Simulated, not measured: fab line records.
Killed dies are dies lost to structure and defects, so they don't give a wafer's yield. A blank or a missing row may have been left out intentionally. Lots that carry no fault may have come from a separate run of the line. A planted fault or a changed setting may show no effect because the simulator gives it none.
Which tool was responsible? || flow sky130 || Sampling: 7 lots, 21 wafers, 3 of 708 route steps

== WHAT THE GAUGES READ, wafer by wafer ==
SKY_LDD_LDN_TW_MEAS_13.
{"lot": "L883", "measured": "day 23 17:26", "on": "film-metro-03", "LDD_LDN_TW": "1486 1485 1481"}
{"lot": "L887", "measured": "day 25 16:54", "on": "film-metro-03", "LDD_LDN_TW": "30 30 30"}
{"lot": "L892", "measured": "day 27 10:09", "on": "film-metro-02", "LDD_LDN_TW": "1460 1457 1455"}
{"lot": "L894", "measured": "day 28 02:42", "on": "film-metro-03", "LDD_LDN_TW": "1498 1496 1490"}
{"lot": "L898", "measured": "day 29 01:14", "on": "film-metro-03", "LDD_LDN_TW": "1494 1488 1488"}
{"lot": "L901", "measured": "day 30 01:38", "on": "film-metro-02", "LDD_LDN_TW": "1456 1460 1460"}
{"lot": "L904", "measured": "day 30 20:27", "on": "film-metro-04", "LDD_LDN_TW": "1484 1482 1490"}

== EACH LOT AND THE TOOL THAT RAN IT (in order: tool; ch and the chambers of the sampled wafers; start) ==
{"lot": "L883", "SKY_LDD_HVP_STRIP_09": "plasma-asher-03 ch 0,1, day 22 10:25", "SKY_LDD_LDN_STRIP_12": "plasma-asher-02 ch 0,1, day 23 17:20"}
{"lot": "L887", "SKY_LDD_HVP_STRIP_09": "plasma-asher-03 ch 0,1, day 24 10:43", "SKY_LDD_LDN_STRIP_12": "plasma-asher-03 ch 0,1, day 25 16:49"}
{"lot": "L892", "SKY_LDD_HVP_STRIP_09": "plasma-asher-03 ch 0,1, day 26 04:01", "SKY_LDD_LDN_STRIP_12": "plasma-asher-02 ch 0,1, day 27 10:04"}
{"lot": "L894", "SKY_LDD_HVP_STRIP_09": "plasma-asher-04 ch 0,1, day 26 21:13", "SKY_LDD_LDN_STRIP_12": "plasma-asher-03 ch 0,1, day 28 02:36"}
{"lot": "L898", "SKY_LDD_HVP_STRIP_09": "plasma-asher-04 ch 0,1, day 27 21:38", "SKY_LDD_LDN_STRIP_12": "plasma-asher-03 ch 0,1, day 29 01:08"}
{"lot": "L901", "SKY_LDD_HVP_STRIP_09": "plasma-asher-04 ch 0,1, day 28 23:06", "SKY_LDD_LDN_STRIP_12": "plasma-asher-01 ch 0,1, day 30 01:32"}
{"lot": "L904", "SKY_LDD_HVP_STRIP_09": "plasma-asher-02 ch 0,1, day 29 18:49", "SKY_LDD_LDN_STRIP_12": "plasma-asher-02 ch 0,1, day 30 20:22"}
- SKY_LDD_HVP_STRIP_09: strips in O2/N2.
- SKY_LDD_LDN_STRIP_12: strips in O2/N2.

== THE ANSWER, worked out from the rows above alone ==
Rule: what is usual is taken from the lots themselves. The widest of any qualifying gaps counts: lots, ordered by their means at a reading, are off when they make up no more than a third of the lots, leave a main group of 4 or more, and stand apart from it by 3 or more times the standard deviation of that group's means. If all means in a main group match to the digits the tables above print for the reading, that group is not used. A lot without any number at a reading at which 4 lots or more have one is off too. Where the step has rows for the other lots, those lots are counted as sound.
Off: at SKY_LDD_LDN_TW_MEAS_13 (LDD_LDN_TW), L887. Mean 1478 and standard deviation 15 in the main group.
If a tool, at a process step before that reading, ran all the lots that are off and no sound lot after the first of them, it fits. Those tools and the gauges at SKY_LDD_LDN_TW_MEAS_13 are tried in the same way. Not one of the candidates tried fits.

== WHAT HAD BEEN PUT IN BY THE SIMULATOR ==
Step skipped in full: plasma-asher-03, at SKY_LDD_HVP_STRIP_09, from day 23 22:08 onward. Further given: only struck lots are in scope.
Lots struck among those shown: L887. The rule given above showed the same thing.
